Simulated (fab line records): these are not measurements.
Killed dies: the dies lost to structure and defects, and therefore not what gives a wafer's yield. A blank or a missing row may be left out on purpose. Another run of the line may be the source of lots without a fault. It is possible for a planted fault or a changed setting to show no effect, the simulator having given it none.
What tool caused it? | flow gf180mcu | 14 lots with 42 wafers sampled at 4 steps, on a route of 602 steps

WHAT EACH GAUGE READ, for each wafer
GF_HV_LDD_THK_MEAS_55. Usual: HV_LDD_CVD_54_THK gives 10.02 nm (standard deviation 0.16).
lot  | measured     | on            | HV_LDD_CVD_54_THK (nm) | flag
L313 | day 12 10:04 | film-metro-01 | 10.27 10.42 10.26      |
L314 | day 12 18:43 | film-metro-04 | 9.71 9.81 9.84         |
L315 | day 13 13:11 | film-metro-03 | 10.32 10.24 10.28      |
L316 | day 13 22:14 | film-metro-01 | 9.87 9.85 9.76         |
L317 | day 13 22:20 | film-metro-03 | 9.94 10.01 10.11       |
L318 | day 14 03:35 | film-metro-03 | 10.00 10.06 10.04      |
L319 | day 14 08:33 | film-metro-03 | 9.78 9.77 9.91         |
L326 | day 16 19:01 | film-metro-03 | 9.98 9.97 9.84         |
L327 | day 17 02:38 | film-metro-04 | 10.01 10.11 9.98       |
L331 | day 18 16:53 | film-metro-03 | 9.80 9.78 9.80         |
L332 | day 18 23:19 | film-metro-04 | 10.10 10.02 10.00      |
L333 | day 19 06:32 | film-metro-03 | 9.88 9.92 9.91         |
L335 | day 19 17:56 | film-metro-03 | 9.94 9.83 9.88         |
L336 | day 20 11:14 | film-metro-01 | 10.13 9.96 9.96        |

GF_SALICIDE_THK_MEAS_05: measures by xrf. Usual: SALICIDE_TIN_THK gives 19.83 nm (standard deviation 0.25).
lot  | measured     | on            | SALICIDE_TIN_THK (nm) | flag
L313 | day 15 01:06 | film-metro-01 | 19.71 20.16 19.89     |
L314 | day 15 10:59 | film-metro-01 | 20.00 19.98 19.87     |
L315 | day 16 06:40 | film-metro-01 | 19.69 19.34 19.38     |
L316 | day 16 16:13 | film-metro-03 | 19.30 19.18 19.42     |
L317 | day 16 18:02 | film-metro-03 | 19.72 19.71 19.82     |
L318 | day 17 00:20 | film-metro-01 | 20.11 19.95 19.94     |
L319 | day 17 03:55 | film-metro-02 | 19.78 19.56 19.64     |
L326 | day 19 22:29 | film-metro-02 | 20.01 19.83 20.04     |
L327 | day 20 06:20 | film-metro-01 | 19.51 19.94 19.91     |
L331 | day 21 20:37 | film-metro-01 | 19.52 19.64 19.72     |
L332 | day 22 03:23 | film-metro-02 | 20.12 19.99 19.67     |
L333 | day 22 09:44 | film-metro-02 | 19.95 20.10 20.13     |
L335 | day 22 19:29 | film-metro-02 | 19.96 20.12 20.07     |
L336 | day 23 14:59 | film-metro-02 | 19.57 19.77 19.91     |

GF_CONTACT_THK_MEAS_03. Usual: CONTACT_CVD_02_THK gives 860 nm (standard deviation 11).
lot  | measured     | on            | CONTACT_CVD_02_THK (nm) | flag
L313 | day 15 01:43 | film-metro-03 | 875 878 875             |
L314 | day 15 11:31 | film-metro-03 | 855 869 867             |
L315 | day 16 07:11 | film-metro-03 | 862 869 863             |
L316 | day 16 16:45 | film-metro-04 | 859 878 862             |
L317 | day 16 18:35 | film-metro-03 | 857 848 862             |
L318 | day 17 00:52 | film-metro-04 | 864 887 894             |
L319 | day 17 04:27 | film-metro-04 | 841 846 852             |
L326 | day 19 23:01 | film-metro-01 | 846 868 859             |
L327 | day 20 06:52 | film-metro-03 | 855 859 867             |
L331 | day 21 21:16 | film-metro-04 | 853 857 862             |
L332 | day 22 03:54 | film-metro-04 | 858 858 863             |
L333 | day 22 10:16 | film-metro-04 | 859 874 871             |
L335 | day 22 20:07 | film-metro-01 | 866 873 852             |
L336 | day 23 15:31 | film-metro-03 | 864 855 857             |

WHAT TOOL EACH LOT RAN ON (gives the tool, then ch and the chambers of the sampled wafers, and finally the start)
lot  | GF_SAB_ETCH_11
L313 | rie-diel-04 ch 1,2,3, day 15 00:29
L314 | rie-diel-03 ch 0,3, day 15 10:28
L315 | rie-diel-01 ch 2,3, day 16 06:10
L316 | rie-diel-04 ch 0,1, day 16 15:40
L317 | rie-diel-03 ch 1,2, day 16 17:31
L318 | rie-diel-03 ch 2,3, day 16 23:49
L319 | rie-diel-03 ch 0,1,2, day 17 03:25
L326 | rie-diel-01 ch 0,1,3, day 19 21:57
L327 | rie-diel-01 ch 0,1,3, day 20 05:49
L331 | rie-diel-04 ch 1,2,3, day 21 20:07
L332 | rie-diel-03 ch 0,1,2, day 22 02:52
L333 | rie-diel-04 ch 0,2, day 22 09:13
L335 | rie-diel-01 ch 0,2,3, day 22 18:59
L336 | rie-diel-01 ch 0,1,2, day 23 14:28
- GF_SAB_ETCH_11: etches SiO2 in C4F8/O2/Ar, target depth 55 nm, time 8.5 s.

WHAT THE TOOLS THEMSELVES READ (means of the sampled wafers that have a number; where no wafer has one, the mark that the record gives instead)
GF_SAB_ETCH_11. Usual: oes-product-au at 0.999 a.u., with a standard deviation of 0.007.
lot  | tool        | oes-product-au (a.u.) | flag
L313 | rie-diel-04 | 0.994                 |
L314 | rie-diel-03 | 1.002                 |
L315 | rie-diel-01 | 0.994                 |
L316 | rie-diel-04 | 0.997                 |
L317 | rie-diel-03 | 1.004                 |
L318 | rie-diel-03 | 1.001                 |
L319 | rie-diel-03 | 1.002                 |
L326 | rie-diel-01 | 0.910                 | OFF
L327 | rie-diel-01 | 0.904                 | OFF
L331 | rie-diel-04 | 1.001                 |
L332 | rie-diel-03 | 1.006                 |
L333 | rie-diel-04 | 1.003                 |
L335 | rie-diel-01 | 1.003                 |
L336 | rie-diel-01 | 0.995                 |

THE ANSWER, worked out from the rows above alone
Rule: a lot counts as off when the mean over its wafers that have a number is more than 3 standard deviations away from the usual mean. Also off: a lot with no number at a reading for which 4 or more lots have one. Any other lot the step has rows for is counted as sound. Order of review: gauges by route order, followed by the tools' own readings, for which a lot's mean as printed above is used. The first step at which some lot is off is used, and at that step the reading that is off furthest; a lot without a number counts as furthest.
Off: L326, L327 (GF_SAB_ETCH_11, oes-product-au).
A tool fits if, at that step or a process step before it, it ran every lot that is off, and no sound lot after the first of them. No candidate that was tried fits.

WHAT HAD BEEN PUT IN BY THE SIMULATOR
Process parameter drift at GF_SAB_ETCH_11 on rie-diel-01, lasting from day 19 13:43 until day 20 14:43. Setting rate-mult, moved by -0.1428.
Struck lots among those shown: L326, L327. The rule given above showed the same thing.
